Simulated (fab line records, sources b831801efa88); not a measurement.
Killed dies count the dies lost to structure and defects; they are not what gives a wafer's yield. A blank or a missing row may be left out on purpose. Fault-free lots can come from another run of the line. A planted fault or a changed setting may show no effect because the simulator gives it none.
A sampling plan put to the test	flow gf180mcu	one line in one fab, 52 faults in these records, each fault weighed on the records of the lots it struck
The plan consists of the line's own looks: route steps at which the wafer is read by a gauge or an inspection but not changed. Where struck wafers have a number at a look and the file lists that look's usual mean and standard deviation on fault-free wafers, the look can be judged. Caught: at a look after the fault's first step, the mean of the struck wafers lies 4 or more of those standard deviations (sigma) from the usual mean. On the tool: the fault's steps, tested the same way using the tool's own readings. Also counted as caught: the struck wafers showing another recipe, or a record that is empty for them alone.

THE FAULTS, as the simulator had put them in
1. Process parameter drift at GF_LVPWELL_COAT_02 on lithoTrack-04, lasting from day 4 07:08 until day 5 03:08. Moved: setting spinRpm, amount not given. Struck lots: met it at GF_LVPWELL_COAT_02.
2. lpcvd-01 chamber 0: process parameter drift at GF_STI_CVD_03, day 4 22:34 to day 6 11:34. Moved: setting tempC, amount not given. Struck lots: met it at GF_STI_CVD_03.
3. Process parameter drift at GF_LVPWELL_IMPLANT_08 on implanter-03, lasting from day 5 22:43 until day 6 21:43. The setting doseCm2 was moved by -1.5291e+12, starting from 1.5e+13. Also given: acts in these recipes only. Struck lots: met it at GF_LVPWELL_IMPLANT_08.
4. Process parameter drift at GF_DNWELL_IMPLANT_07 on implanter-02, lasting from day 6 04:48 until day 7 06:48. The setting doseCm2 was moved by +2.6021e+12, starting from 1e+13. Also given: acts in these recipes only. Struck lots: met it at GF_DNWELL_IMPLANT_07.
5. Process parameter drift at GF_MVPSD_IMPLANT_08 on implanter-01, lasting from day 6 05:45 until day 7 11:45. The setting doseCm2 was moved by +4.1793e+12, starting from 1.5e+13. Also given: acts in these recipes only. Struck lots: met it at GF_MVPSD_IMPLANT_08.
6. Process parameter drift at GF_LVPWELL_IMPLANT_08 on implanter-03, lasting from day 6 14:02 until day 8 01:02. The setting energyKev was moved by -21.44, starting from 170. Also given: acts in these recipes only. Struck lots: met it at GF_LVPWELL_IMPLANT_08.
7. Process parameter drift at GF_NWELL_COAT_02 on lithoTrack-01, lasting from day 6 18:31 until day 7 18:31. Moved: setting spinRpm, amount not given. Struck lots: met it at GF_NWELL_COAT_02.
8. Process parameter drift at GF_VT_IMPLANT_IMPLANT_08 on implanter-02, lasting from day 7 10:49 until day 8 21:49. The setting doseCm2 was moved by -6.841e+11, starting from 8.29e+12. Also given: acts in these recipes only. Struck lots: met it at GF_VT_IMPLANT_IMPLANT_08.
9. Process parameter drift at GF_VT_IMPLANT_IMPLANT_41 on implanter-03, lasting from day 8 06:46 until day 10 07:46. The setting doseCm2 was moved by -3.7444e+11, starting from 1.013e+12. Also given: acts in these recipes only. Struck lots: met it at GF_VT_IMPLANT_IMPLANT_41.
10. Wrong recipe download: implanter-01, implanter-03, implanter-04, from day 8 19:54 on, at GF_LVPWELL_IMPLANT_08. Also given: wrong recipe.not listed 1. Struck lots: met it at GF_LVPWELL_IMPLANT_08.
11. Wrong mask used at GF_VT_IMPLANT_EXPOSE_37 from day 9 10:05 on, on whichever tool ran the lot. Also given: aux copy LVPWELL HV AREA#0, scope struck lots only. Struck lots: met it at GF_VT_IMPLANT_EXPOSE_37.
12. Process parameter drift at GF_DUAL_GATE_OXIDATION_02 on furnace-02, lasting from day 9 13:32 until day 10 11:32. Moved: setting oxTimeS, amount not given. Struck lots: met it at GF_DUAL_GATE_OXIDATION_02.
13. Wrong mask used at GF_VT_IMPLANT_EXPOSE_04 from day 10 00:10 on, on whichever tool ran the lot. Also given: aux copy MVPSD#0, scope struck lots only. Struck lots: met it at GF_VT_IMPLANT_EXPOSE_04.
14. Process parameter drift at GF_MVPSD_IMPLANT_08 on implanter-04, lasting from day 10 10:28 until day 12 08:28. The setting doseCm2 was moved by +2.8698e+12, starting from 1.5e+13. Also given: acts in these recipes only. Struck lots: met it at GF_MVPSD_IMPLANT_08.
15. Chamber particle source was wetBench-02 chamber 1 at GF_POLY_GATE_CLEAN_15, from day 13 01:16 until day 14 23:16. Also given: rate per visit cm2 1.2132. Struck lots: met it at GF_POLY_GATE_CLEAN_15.
16. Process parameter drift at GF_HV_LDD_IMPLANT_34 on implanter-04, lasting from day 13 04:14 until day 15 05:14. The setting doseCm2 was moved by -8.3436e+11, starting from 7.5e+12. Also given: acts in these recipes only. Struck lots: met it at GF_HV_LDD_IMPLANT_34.
17. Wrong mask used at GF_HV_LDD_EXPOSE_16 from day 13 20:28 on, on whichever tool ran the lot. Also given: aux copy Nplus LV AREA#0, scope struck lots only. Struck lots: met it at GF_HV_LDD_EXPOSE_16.
18. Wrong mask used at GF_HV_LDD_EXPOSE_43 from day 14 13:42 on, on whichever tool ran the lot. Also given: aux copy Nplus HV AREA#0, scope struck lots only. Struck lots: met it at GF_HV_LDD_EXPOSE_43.
19. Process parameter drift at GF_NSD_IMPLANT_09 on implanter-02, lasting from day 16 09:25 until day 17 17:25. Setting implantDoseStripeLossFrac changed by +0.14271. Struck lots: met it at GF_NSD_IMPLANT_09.
20. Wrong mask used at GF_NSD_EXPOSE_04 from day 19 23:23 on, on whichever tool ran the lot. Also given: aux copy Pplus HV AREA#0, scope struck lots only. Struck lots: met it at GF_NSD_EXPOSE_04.
21. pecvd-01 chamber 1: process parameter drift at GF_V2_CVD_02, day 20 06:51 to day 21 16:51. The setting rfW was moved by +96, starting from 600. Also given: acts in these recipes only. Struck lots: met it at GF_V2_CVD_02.
22. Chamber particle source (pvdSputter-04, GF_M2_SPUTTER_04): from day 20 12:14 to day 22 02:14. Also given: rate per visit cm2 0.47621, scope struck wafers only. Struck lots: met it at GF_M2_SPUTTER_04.
23. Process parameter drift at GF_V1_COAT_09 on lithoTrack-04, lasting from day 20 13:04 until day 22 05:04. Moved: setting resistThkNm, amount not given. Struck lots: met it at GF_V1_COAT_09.
24. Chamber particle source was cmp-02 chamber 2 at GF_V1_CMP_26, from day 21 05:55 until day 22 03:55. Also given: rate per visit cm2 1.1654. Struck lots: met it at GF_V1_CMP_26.
25. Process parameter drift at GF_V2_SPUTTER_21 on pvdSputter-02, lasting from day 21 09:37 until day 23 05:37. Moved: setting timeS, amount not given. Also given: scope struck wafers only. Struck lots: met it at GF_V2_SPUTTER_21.
26. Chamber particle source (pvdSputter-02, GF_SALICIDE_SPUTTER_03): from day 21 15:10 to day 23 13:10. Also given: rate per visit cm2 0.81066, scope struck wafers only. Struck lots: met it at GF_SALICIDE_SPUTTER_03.
27. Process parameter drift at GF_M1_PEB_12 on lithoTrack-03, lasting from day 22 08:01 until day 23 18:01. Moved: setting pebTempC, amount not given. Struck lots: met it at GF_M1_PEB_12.
28. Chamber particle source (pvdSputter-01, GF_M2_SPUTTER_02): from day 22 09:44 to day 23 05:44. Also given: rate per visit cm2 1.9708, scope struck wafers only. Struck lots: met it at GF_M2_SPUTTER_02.
29. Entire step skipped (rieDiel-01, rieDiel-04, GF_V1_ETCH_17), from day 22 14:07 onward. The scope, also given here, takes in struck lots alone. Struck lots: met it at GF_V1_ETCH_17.
30. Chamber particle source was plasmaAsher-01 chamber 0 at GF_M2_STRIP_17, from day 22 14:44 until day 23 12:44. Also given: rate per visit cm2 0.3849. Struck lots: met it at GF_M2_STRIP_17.
31. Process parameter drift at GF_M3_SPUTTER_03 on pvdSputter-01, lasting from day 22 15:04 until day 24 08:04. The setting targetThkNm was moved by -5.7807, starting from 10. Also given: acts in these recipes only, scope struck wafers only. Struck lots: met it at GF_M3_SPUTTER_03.
32. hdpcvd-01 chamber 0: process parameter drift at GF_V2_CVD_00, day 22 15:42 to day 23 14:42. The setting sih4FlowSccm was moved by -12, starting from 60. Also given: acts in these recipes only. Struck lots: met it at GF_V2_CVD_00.
33. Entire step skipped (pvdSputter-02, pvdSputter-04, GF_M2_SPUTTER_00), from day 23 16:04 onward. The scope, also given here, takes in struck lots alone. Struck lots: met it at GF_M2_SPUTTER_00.
34. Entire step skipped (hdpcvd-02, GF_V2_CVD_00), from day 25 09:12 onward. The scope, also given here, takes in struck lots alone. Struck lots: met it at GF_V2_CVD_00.
35. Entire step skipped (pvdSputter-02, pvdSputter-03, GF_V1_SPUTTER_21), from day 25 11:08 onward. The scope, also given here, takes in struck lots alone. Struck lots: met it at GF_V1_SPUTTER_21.
36. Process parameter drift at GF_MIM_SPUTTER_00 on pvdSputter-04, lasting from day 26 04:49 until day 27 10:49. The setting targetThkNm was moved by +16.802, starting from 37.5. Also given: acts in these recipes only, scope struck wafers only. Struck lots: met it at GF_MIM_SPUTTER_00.
37. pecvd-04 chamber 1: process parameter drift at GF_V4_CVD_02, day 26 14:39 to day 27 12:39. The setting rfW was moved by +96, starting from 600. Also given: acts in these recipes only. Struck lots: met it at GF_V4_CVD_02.
38. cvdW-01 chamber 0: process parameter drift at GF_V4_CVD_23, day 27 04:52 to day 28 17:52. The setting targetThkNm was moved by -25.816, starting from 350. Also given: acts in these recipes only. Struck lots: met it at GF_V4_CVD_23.
39. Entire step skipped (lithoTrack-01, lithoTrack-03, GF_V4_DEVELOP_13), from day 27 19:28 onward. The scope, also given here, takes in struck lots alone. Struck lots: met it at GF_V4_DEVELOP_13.
40. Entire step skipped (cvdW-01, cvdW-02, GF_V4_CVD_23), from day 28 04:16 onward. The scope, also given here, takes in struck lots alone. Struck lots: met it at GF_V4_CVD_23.
41. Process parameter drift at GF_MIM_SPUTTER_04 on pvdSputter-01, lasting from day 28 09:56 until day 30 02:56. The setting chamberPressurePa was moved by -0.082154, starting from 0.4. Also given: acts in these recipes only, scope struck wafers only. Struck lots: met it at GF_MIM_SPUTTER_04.
42. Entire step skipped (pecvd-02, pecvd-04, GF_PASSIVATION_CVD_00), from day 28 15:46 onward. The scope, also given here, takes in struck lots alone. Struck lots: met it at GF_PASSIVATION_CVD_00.
43. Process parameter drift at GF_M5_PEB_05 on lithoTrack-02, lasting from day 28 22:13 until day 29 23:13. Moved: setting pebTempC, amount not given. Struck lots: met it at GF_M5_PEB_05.
44. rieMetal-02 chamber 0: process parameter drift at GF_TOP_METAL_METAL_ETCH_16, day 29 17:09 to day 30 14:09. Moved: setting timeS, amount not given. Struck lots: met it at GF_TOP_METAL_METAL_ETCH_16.
45. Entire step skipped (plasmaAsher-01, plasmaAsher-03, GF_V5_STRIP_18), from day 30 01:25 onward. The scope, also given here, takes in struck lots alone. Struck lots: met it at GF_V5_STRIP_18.
46. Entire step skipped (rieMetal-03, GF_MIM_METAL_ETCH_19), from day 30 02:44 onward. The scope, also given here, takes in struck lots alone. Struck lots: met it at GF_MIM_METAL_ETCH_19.
47. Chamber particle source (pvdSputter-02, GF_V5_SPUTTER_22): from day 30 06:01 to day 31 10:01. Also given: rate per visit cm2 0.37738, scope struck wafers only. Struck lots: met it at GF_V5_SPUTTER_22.
48. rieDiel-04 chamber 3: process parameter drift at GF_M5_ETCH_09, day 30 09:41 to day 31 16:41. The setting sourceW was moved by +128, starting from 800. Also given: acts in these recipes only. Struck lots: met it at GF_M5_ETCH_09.
49. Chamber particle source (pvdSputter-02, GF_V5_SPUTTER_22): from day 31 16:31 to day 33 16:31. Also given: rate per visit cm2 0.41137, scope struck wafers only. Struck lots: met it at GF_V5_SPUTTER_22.
50. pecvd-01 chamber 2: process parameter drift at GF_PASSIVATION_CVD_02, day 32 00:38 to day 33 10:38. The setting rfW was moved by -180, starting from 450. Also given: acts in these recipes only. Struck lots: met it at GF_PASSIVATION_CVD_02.
51. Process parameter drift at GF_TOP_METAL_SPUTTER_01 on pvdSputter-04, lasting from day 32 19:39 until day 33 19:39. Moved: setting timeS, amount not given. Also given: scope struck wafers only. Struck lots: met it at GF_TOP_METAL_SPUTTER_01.
52. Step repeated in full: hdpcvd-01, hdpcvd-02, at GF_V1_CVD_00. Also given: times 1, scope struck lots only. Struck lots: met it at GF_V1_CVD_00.

WHAT THE PLAN SAW
fault	on the tool itself	first look that catches it	reading, sigma	median hours from its first step to that look	hours from the fault's start to the first struck lot there	judged looks passed uncaught
1	spinSpeedRpm -64 sigma	no look after it can be judged	-	-	-	0
2	susceptorTempC +15 sigma	GF_STI_THK_MEAS_04	STI_CVD_03_THK +14	2.0	5	0
3	doseIonsCm2 -99 or beyond sigma	GF_VT_IMPLANT_RS_MEAS_48	LVPWELL_RS +22	100.2	110	1
4	doseIonsCm2 +99 or beyond sigma	GF_DNWELL_TW_MEAS_09	DNWELL_TW +10	0.2	4	0
5	doseIonsCm2 +99 or beyond sigma	GF_MVPSD_TW_MEAS_11	MVPSD_TW +6.2	0.4	12	0
6	beamEnergyKeV -99 or beyond sigma	GF_VT_IMPLANT_RS_MEAS_48	LVPWELL_RS +11	104.3	105	1
7	spinSpeedRpm +41 sigma	not the one look that can be judged after it	-	-	-	1
8	doseIonsCm2 -73 sigma	not the one look that can be judged after it	strongest: VT_IMPLANT_TW at GF_VT_IMPLANT_TW_MEAS_10, -3.0	-	-	1
9	doseIonsCm2 -99 or beyond sigma	GF_VT_IMPLANT_TW_MEAS_43	VT_IMPLANT_4_TW -12	0.2	5	0
10	under 2 sigma	GF_LVPWELL_TW_MEAS_11	LVPWELL_TW +99 or beyond	0.4	1	0
11	no reading that can be judged	GF_VT_IMPLANT_TW_MEAS_43	VT_IMPLANT_4_TW -94	8.5	13	0
12	under 2 sigma	GF_DUAL_GATE_THK_MEAS_03	DUAL_GATE_OXIDATION_00_THK +5.4	1.5	4	0
13	under 2 sigma	GF_VT_IMPLANT_TW_MEAS_10	VT_IMPLANT_TW -84	8.9	9	0
14	doseIonsCm2 +99 or beyond sigma	GF_MVPSD_TW_MEAS_11	MVPSD_TW +4.8	0.4	3	0
15	no reading that can be judged	no look after it can be judged	-	-	-	0
16	doseIonsCm2 -97 sigma	no look after it can be judged	-	-	-	0
17	under 2 sigma	GF_HV_LDD_TW_MEAS_23	HV_LDD_2_TW -99 or beyond	10.7	13	0
18	under 2 sigma	GF_HV_LDD_TW_MEAS_50	HV_LDD_4_TW -94	11.1	15	0
19	under 2 sigma	none of the 8 looks that can be judged after it	-	-	-	8
20	no reading that can be judged	GF_NSD_TW_MEAS_12	NSD_TW -79	12.6	14	0
21	rfFwdPowerW +49 sigma	not the one look that can be judged after it	strongest: V2_CVD_02_THK at GF_V2_THK_MEAS_03, +3.3	-	-	1
22	under 2 sigma	none of the 3 looks that can be judged after it	-	-	-	3
23	under 2 sigma	not the one look that can be judged after it	-	-	-	1
24	under 2 sigma	not the one look that can be judged after it	-	-	-	1
25	under 2 sigma	no look after it can be judged	-	-	-	0
26	under 2 sigma	not the one look that can be judged after it	-	-	-	1
27	heaterPowerTotalW +76 sigma	GF_M1_CD_MEAS_14	cdNm -11	0.3	17	0
28	under 2 sigma	none of the 7 looks that can be judged after it	-	-	-	7
29	the tool's record is blank for the struck wafers	no look after it can be judged	-	-	-	0
30	under 2 sigma	not the one look that can be judged after it	-	-	-	1
31	under 2 sigma	no look after it can be judged	-	-	-	0
32	sih4FlowSccm -65 sigma	GF_V2_THK_MEAS_01	V2_CVD_00_THK -15	0.1	14	0
33	the tool's record is blank for the struck wafers	no look after it can be judged	-	-	-	0
34	the tool's record is blank for the struck wafers	not the one look that can be judged after it	strongest: V2_BOW at GF_V2_BOW_MEAS_05, -2.6	-	-	1
35	the tool's record is blank for the struck wafers	none of the 2 looks that can be judged after it	-	-	-	2
36	under 2 sigma	no look after it can be judged	-	-	-	0
37	rfFwdPowerW +50 sigma	not the one look that can be judged after it	strongest: V4_CVD_02_THK at GF_V4_THK_MEAS_03, +3.8	-	-	1
38	under 2 sigma	GF_V4_RS_MEAS_24	V4_W_RS +5.4	0.1	3	0
39	no reading that can be judged	no look after it can be judged	-	-	-	0
40	the tool's record is blank for the struck wafers	GF_V4_RS_MEAS_24	V4_W_RS +99 or beyond	0.1	3	0
41	chamberPressurePa -99 or beyond sigma	none of the 5 looks that can be judged after it	-	-	-	5
42	the tool's record is blank for the struck wafers	not the one look that can be judged after it	strongest: PASSIVATION_BOW at GF_PASSIVATION_BOW_MEAS_14, -2.8	-	-	1
43	heaterPowerTotalW +99 or beyond sigma	GF_M5_CD_MEAS_07	cdNm -19	0.3	3	0
44	runLengthS +46 sigma	no look after it can be judged	-	-	-	0
45	the tool's record is blank for the struck wafers	no look after it can be judged	-	-	-	0
46	the tool's record is blank for the struck wafers	no look after it can be judged	-	-	-	0
47	under 2 sigma	none of the 2 looks that can be judged after it	-	-	-	2
48	rfFwdPowerW +28 sigma	no look after it can be judged	-	-	-	0
49	under 2 sigma	none of the 8 looks that can be judged after it	-	-	-	8
50	rfFwdPowerW -99 or beyond sigma	GF_PASSIVATION_THK_MEAS_03	PASSIVATION_CVD_02_THK -9.8	0.3	6	0
51	under 2 sigma	no look after it can be judged	-	-	-	0
52	no reading that can be judged	GF_V1_THK_MEAS_01	V1_CVD_00_THK +87	0.3	-	0
A dash: the fault is not caught, or the number is missing from these records.

Caught at a look: 21 of 52. Caught on the tool: 28 of 52. By one or the other: 37 of 52.
On the tool alone, faults 1, 7, 8, 16, 21, 29, 33, 34, 35, 37, 41, 42, 44, 45, 46, 48 were caught.
Caught at a look alone: faults 10, 11, 12, 13, 17, 18, 20, 38, 52.
Caught by neither: faults 15, 19, 22, 23, 24, 25, 26, 28, 30, 31, 36, 39, 47, 49, 51.

THINNER SAMPLING
If the look that catches a fault measured only every second or every third lot, by lot number, the first struck lot would be measured this late in the worst case:
fault	struck lots at that look, in order of time	every lot	every second lot	every third lot
2	L592	5 h	may miss it	may miss it
3	L180, L182	110 h	may miss all 2	may miss all 2
4	L329, L330	4 h	16 h	may miss all 2
5	L130, L131	12 h	16 h	may miss all 2
6	L821, L824	105 h	132 h	may miss all 2
9	L241, L247	5 h	may miss all 2	may miss all 2
10	L447, L449	1 h	may miss all 2	may miss all 2
11	L441	13 h	may miss it	may miss it
12	L470, L471	4 h	12 h	may miss all 2
13	L841	9 h	may miss it	may miss it
14	L757, L758	3 h	13 h	may miss all 2
17	L515	13 h	may miss it	may miss it
18	L807	15 h	may miss it	may miss it
20	L839	14 h	may miss it	may miss it
27	L864, L865	17 h	33 h	may miss all 2
32	L838, L839	14 h	21 h	may miss all 2
38	L458	3 h	may miss it	may miss it
40	L313, L314, L315	3 h	7 h	23 h
43	L427, L428	3 h	10 h	may miss all 2
50	L641, L643	6 h	may miss all 2	may miss all 2
Hours are from the fault's start to the first struck lot that is measured. The test against the limit of 4 sigma pooled every struck wafer, which means one lot taken alone may stay below that limit. Other struck lots may not be in these records.

THE LONGEST TIMED WAY FROM STEP TO LOOK
Fault 6: the median time between GF_LVPWELL_IMPLANT_08 and GF_VT_IMPLANT_RS_MEAS_48 is 104.3 hours. The look between them that can be judged stayed within 4 sigma: GF_VT_IMPLANT_RS_MEAS_47.
